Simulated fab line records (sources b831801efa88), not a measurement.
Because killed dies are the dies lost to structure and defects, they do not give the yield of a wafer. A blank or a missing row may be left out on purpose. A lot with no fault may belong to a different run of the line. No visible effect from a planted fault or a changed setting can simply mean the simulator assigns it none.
Comparing a struck lot with a sound one -- flow sky130 -- 25 out of 708 route steps
Sound: these wafers, L753.3, L753.5, L753.6. Wafers struck: L756.2, L756.3, L756.5. The cause is given at the end.
Per side, at each step with rows, come the tool, then ch with its chambers, and then its first start. Under that, the readings that differ: sound wafers -- struck wafers -- difference of the means -- sigmas: that difference in standard deviations of wafers without a fault.
alike: a reading whose means differ by less than 2 such deviations, as well as words and numbers matching on both sides. not compared: withheld readings; readings where some wafer has no value; bounds like >300 that might hide an equal value; numbers whose values overlap and for which the record gives no deviation.
The two part at a step that has a row with sigmas, a row that says differs or no value, or rows on one side only. When numbers do not overlap yet have no deviation, they are printed without sigmas and do not part them. A reading missing from all wafers of one side parts the sides only when that side holds two or more wafers.

SKY_METAL3_ETCH_17: etches SiO2 in C4F8/O2/Ar, stops on TiN, time 3.9 s, target depth 15 nm.
  sound on rieDiel-01 ch 1,2,3, day 39 09:11; struck on rieDiel-04 ch 1,3, day 40 12:35
  alike: oesProductAu
  not compared: rfHoursCounterH
SKY_METAL3_METAL_ETCH_18: etches the open film in Cl2/BCl3, stops on SiO2, target depth 845 nm, time 183.1 s.
  sound on rieMetal-01 ch 1, day 39 09:19; struck on rieMetal-02 ch 0,1, day 40 12:37
  alike: drypumpMotorCurrentA, oesProductAu, throttleValvePct
  not compared: rfHoursCounterH
SKY_METAL3_STRIP_19: strips in O2/N2.
  sound on plasmaAsher-03 ch 0,1, day 39 09:35; struck on plasmaAsher-02 ch 0,1, day 40 12:47
  alike: drypumpMotorCurrentA, oesProductAu, stripTimeToEndpointS
  not compared: rfHoursCounterH
then, 4 steps without rows for these wafers: SKY_METAL3_STRIP_20 (strips in post etch residue remover, time 1200 s); SKY_METAL3_CLEAN_21 (cleans in IPA, time 180 s); SKY_METAL3_CLEAN_22 (cleans in O3/DIW); SKY_VIA3_HDPCVD_00 (deposits SiO2, target thk 1635 nm, time 272.5 s).
SKY_VIA3_THK_MEAS_01:
  sound on filmMetro-03 at day 39 10:22; struck on filmMetro-04 at day 40 13:40
  alike: VIA3_HDPCVD_THK
SKY_VIA3_CMP_02: polishes SiO2.
  sound on cmp-02 ch 0,1,2, day 39 10:43; struck on cmp-02 ch 2,3, day 40 13:43
  alike: motorCurrentA
SKY_VIA3_BOW_MEAS_03:
  sound on filmMetro-04 at day 39 10:54; struck on filmMetro-03 at day 40 14:02
reading,sound,struck,difference,sigmas
VIA3_BOW (um),70 83 67,86 96 90,+17,+2
then, 2 steps without rows for these wafers: SKY_VIA3_DEHYDRATE_04 (time 60 s); SKY_VIA3_HMDS_05 (prime time 60 s).
SKY_VIA3_COAT_06: resist thk 60 nm.
  sound on lithoTrack-04 ch 0, day 39 23:17; struck on lithoTrack-04 ch 0, day 41 02:24
reading,sound,struck,difference,sigmas
spinSpeedRpm (rpm),3002.7 3001.6 2999.2,4073.0 4074.6 4074.6,+1072.9,+99 or more
then, 5 steps without rows for these wafers: SKY_VIA3_COAT_07 (resist thk 450 nm); SKY_VIA3_SOFTBAKE_08 (time 90 s); SKY_VIA3_EXPOSE_09 (exposes mask VIM3, target cd 200 nm); SKY_VIA3_PEB_10; SKY_VIA3_DEVELOP_11 (develop time 60 s).
SKY_VIA3_CD_MEAS_12: target cd 200 nm.
  sound on cdSem-01 at day 40 10:56; struck on cdSem-01 at day 41 14:02
  alike: cdNm
SKY_VIA3_OVL_MEAS_13:
  sound on overlay-02 at day 40 11:01; struck on overlay-01 at day 41 14:08
reading,sound,struck,difference,sigmas
VIA3_OVL (nm),7 4 5,-5 -10 -10,-14,-3
SKY_VIA3_ETCH_14: etches BARC in N2/H2, stops on SiO2, time 45.9 s, target depth 60 nm.
  sound on rieDiel-04 ch 1,2,3, day 40 11:02; struck on rieDiel-02 ch 1,2, day 41 14:10
reading,sound,struck,difference,sigmas
oesProductAu (a.u.),0.855 0.853 0.851,0.786 0.790 0.790,-0.064,-13
model.etch.depthNm (nm),60.02 59.97 60.2,51.55 51.66 51.61,-8.46,
  alike: drypumpMotorCurrentA, throttleValvePct
  not compared: rfHoursCounterH
SKY_VIA3_ETCH_15: etches SiO2 in C4F8/O2/Ar, stops on TiN, target depth 507 nm, time 78 s.
  sound on rieDiel-04 ch 1,2,3, day 40 11:05; struck on rieDiel-02 ch 1,2, day 41 14:13
  alike: oesProductAu
  not compared: rfHoursCounterH
SKY_VIA3_STRIP_16: strips in O2/N2.
  sound on plasmaAsher-02 ch 0,1, day 40 11:11; struck on plasmaAsher-02 ch 0,1, day 41 14:16
reading,sound,struck,difference,sigmas
stripTimeToEndpointS (s),4.15 4.17 4.15,4.09 4.06 4.10,-0.07,-2
  alike: drypumpMotorCurrentA, oesProductAu
  not compared: rfHoursCounterH
then, 1 step without rows for these wafers: SKY_VIA3_STRIP_17 (strips in post etch residue remover, time 1200 s).
-- the record jumps here: 6 days lie between the struck wafers' starts before and after (it left off in module VIA3 and takes up again in module PAD_OPEN, whose first step shown is number 708 of the route) --
SKY_PAD_OPEN_PROBE_99:
  sound on prober-01 at day 46 12:37; struck on prober-02 at day 47 12:10
reading,sound,struck,difference,sigmas
killedAtContacts,39 16 27,13 23 14,-11,-2
sort_bin_6_memory (%),7.9 5.9 7.1,6.3 5.5 1.4,-2.6,-2
  alike: defectLimitedYield, killed_at_M0_to_M3, killed_at_M4_up, killedAtFrontEnd, killedAtOther, killedDies, killedOpen, killedShort, sort_bin_3_pad_short, sort_bin_5_function, sortNPass, sortYieldPct

== WHERE THEY PART ==
Last at SKY_PAD_OPEN_PROBE_99 as far as this record goes, first at SKY_VIA3_BOW_MEAS_03.

WHY: what the simulator had put in
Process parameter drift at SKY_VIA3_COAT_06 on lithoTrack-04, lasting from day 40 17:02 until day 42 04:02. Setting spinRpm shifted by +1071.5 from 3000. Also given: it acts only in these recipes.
